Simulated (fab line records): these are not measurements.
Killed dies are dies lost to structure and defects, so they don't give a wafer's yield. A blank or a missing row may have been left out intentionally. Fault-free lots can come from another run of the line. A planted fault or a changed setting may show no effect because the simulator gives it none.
8D (eight disciplines) problem report, filled in by code	flow gf180mcu	the parts of the form that need people (team, actions taken, sign-off) are left out

1. PROBLEM STATEMENT
At GF_HV_LDD_DEVELOP_45, developer-temp-C averages 23.87 C over 6 wafers from 2 lots, while fault-free wafers read 23.02 C, standard deviation 0.11. That puts it +7.7 standard deviations away from the usual mean.
The step: develop time 60 s.
Seen first at day 18 05:38 on litho-track-04, wafer L717.1. The record has a number at this step for 18 wafers belonging to 6 lots. By rule, "out" or "out of limits" means more than 4 standard deviations away from the usual mean. All remaining wafers that have a number are taken as sound.

2. WHAT IT IS, AND WHAT IT ISN'T
question	is	is not
which readings at this step	developer-temp-C	-
which lots	L717, L718	L700, L706, L722, L723
which wafers of those lots	all that have a number	-
read on which tools	litho-track-04	litho-track-01, litho-track-02
when	from day 18 05:38	up to then (6 sound wafers); but 6 sound wafers of L722, L723 came after

3. SUSPECTS, AND WHAT RULES EACH OUT
Counting: a tool stays on the suspect list if, at a process step up to the reading, it processed all lots that are out and no sound lot following the first of them.
- plasma-asher-02 at GF_HV_LDD_STRIP_37 (strips in O2/N2): ruled out as a lasting fault. Sound lots L723 ran on it after its first lot that is out, L717 (day 17 06:15).
- litho-track-04 at GF_HV_LDD_DEVELOP_45 (develop time 60 s): kept. All lots that are out passed through it, beginning with L717 at day 18 05:38, and no sound lot followed; its final sound lot before that point was L706 at day 14 10:38. Its own developer-temp-C readings are out on those wafers.
Left after counting: litho-track-04 at GF_HV_LDD_DEVELOP_45.

4. THE CAUSE (what the simulator had put in)
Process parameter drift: litho-track-04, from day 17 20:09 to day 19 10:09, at GF_HV_LDD_DEVELOP_45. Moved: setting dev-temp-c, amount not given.
Counting left only this tool.

5. THE EFFECT CHAIN, in route order
Each row: a reading where the mean over the struck wafers with a number is more than 3 standard deviations away from the usual. Scope: only readings with a usual standard deviation given in the record; hours: median across lots of the time from each lot's start at the first step in this table that gives one to its start at this step; sigmas: change in usual standard deviations.
hours	step	reading	usual	on struck wafers	change	sigmas
0	GF_HV_LDD_DEVELOP_45	developer-temp-C	23.02 C	23.87	+0.85	+7.7
Its process steps:
- GF_HV_LDD_DEVELOP_45: develop time 60 s.
Later measuring or inspecting steps at which every struck wafer that the step has a row for has a number for every such reading, and none has moved that far: GF_HV_LDD_CD_MEAS_46.

6. HOW IT WOULD HAVE BEEN CAUGHT EARLIER
First out-of-limits reading in this record: day 18 05:38, which is 9 hours after fault onset at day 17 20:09.
